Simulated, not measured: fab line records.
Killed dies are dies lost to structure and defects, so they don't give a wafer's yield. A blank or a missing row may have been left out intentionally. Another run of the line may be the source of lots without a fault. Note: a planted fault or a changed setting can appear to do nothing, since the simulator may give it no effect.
One fault through the eyes of 2 desks || flow sky130 || every desk sees just its own numbers, and what lay behind them comes last

METROLOGY DESK
What the gauges read, lot by lot, whatever tool the lot ran on: means of the sampled wafers that have a number. Any lot whose mean is over 4 standard deviations away from the usual mean is out of limits and marked OUT; that distance is given in the brackets.
Columns: A = INCOMING_BOW at SKY_FIELD_ISO_BOW_MEAS_00, usual 0 um; B = PWDE_TW at SKY_PWDE_TW_MEAS_10, usual 373.2; C = PWDE_RS at SKY_NWELL_RS_MEAS_31, usual 5271 ohm/sq; D = VT_ADJUST_LVTN_OVL at SKY_VT_ADJUST_LVTN_OVL_MEAS_07, usual 1.2 nm; E = VT_ADJUST_LVTN_TW at SKY_VT_ADJUST_LVTN_TW_MEAS_10, usual 240.2
{"lot": "L112", "first seen here": "day 1 10:01", "A": -4, "B": 373.6, "C": 5285, "D": 1.0, "E": 241.9}
{"lot": "L113", "first seen here": "day 1 15:00", "A": 2, "B": 374.1, "C": 5277, "D": 0.5, "E": 237.9}
{"lot": "L123", "first seen here": "day 3 17:02", "A": 0, "B": "383.3 (+5.1) OUT", "C": "4892 (-21) OUT", "D": 0.8, "E": 241.7}
{"lot": "L125", "first seen here": "day 4 03:01", "A": -2, "B": "386.0 (+6.4) OUT", "C": "4892 (-21) OUT", "D": 1.3, "E": 237.5}
{"lot": "L126", "first seen here": "day 4 08:00", "A": 3, "B": 375.0, "C": 5281, "D": 1.0, "E": 240.5}
{"lot": "L127", "first seen here": "day 4 13:00", "A": 3, "B": 374.0, "C": 5286, "D": 0.2, "E": 239.3}
{"lot": "L132", "first seen here": "day 5 14:02", "A": 3, "B": 373.4, "C": 5250, "D": 0.3, "E": 241.0}
{"lot": "L135", "first seen here": "day 6 05:00", "A": -6, "B": 371.0, "C": 5280, "D": 1.9, "E": 236.9}
This desk's finding: out of limits on L123, L125; first on L123, day 6 22:09 (PWDE_TW at SKY_PWDE_TW_MEAS_10). In limits: L112, L113, L126, L127, L132, L135.

DESK OF THE TOOL OWNER: implanter-01
SKY_PWDE_IMPLANT_08, tool's own readings: per-lot mean of the sampled wafers with a number, covering each lot this tool ran. Any lot whose mean is over 4 standard deviations away from the usual mean is out of limits and marked OUT; that distance is given in the brackets.
Columns: A = beam on s at SKY_PWDE_IMPLANT_08, usual 9.97 s; B = end station pressure torr at SKY_PWDE_IMPLANT_08, usual 5.01e-06 Torr; C = faraday current uA at SKY_PWDE_IMPLANT_08, usual 20.4
{"lot": "L123", "first seen here": "day 6 21:56", "A": "11.11 (+5.7) OUT", "B": "6.50e-05 (+99 or more) OUT", "C": "17.8 (-6.2) OUT"}
{"lot": "L125", "first seen here": "day 7 01:38", "A": "11.30 (+6.7) OUT", "B": "6.59e-05 (+99 or more) OUT", "C": "17.4 (-7.2) OUT"}
This desk's verdict: out of limits on L123, L125, starting with L123 at day 6 21:56 (beam on s at SKY_PWDE_IMPLANT_08). In limits: none.

PUT TOGETHER
An alarm could have come from the tool owner's desk at day 6 21:56, on L123, L125.
At day 6 22:09 the metrology desk could have sounded an alarm, on L123, L125.
The lots listed all ran SKY_PWDE_IMPLANT_08 on implanter-01.

WHAT THE SIMULATOR HAD PUT IN
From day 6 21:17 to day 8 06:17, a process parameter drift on implanter-01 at SKY_PWDE_IMPLANT_08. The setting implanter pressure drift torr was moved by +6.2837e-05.
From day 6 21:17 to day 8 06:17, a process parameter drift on implanter-01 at SKY_PWDE_IMPLANT_08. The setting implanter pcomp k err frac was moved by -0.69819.
Lots struck among those shown: L123, L125.
Delay (hours) between the fault's onset and each desk's first out-of-limits reading: 1 at the tool owner's desk, 1 at the metrology desk.
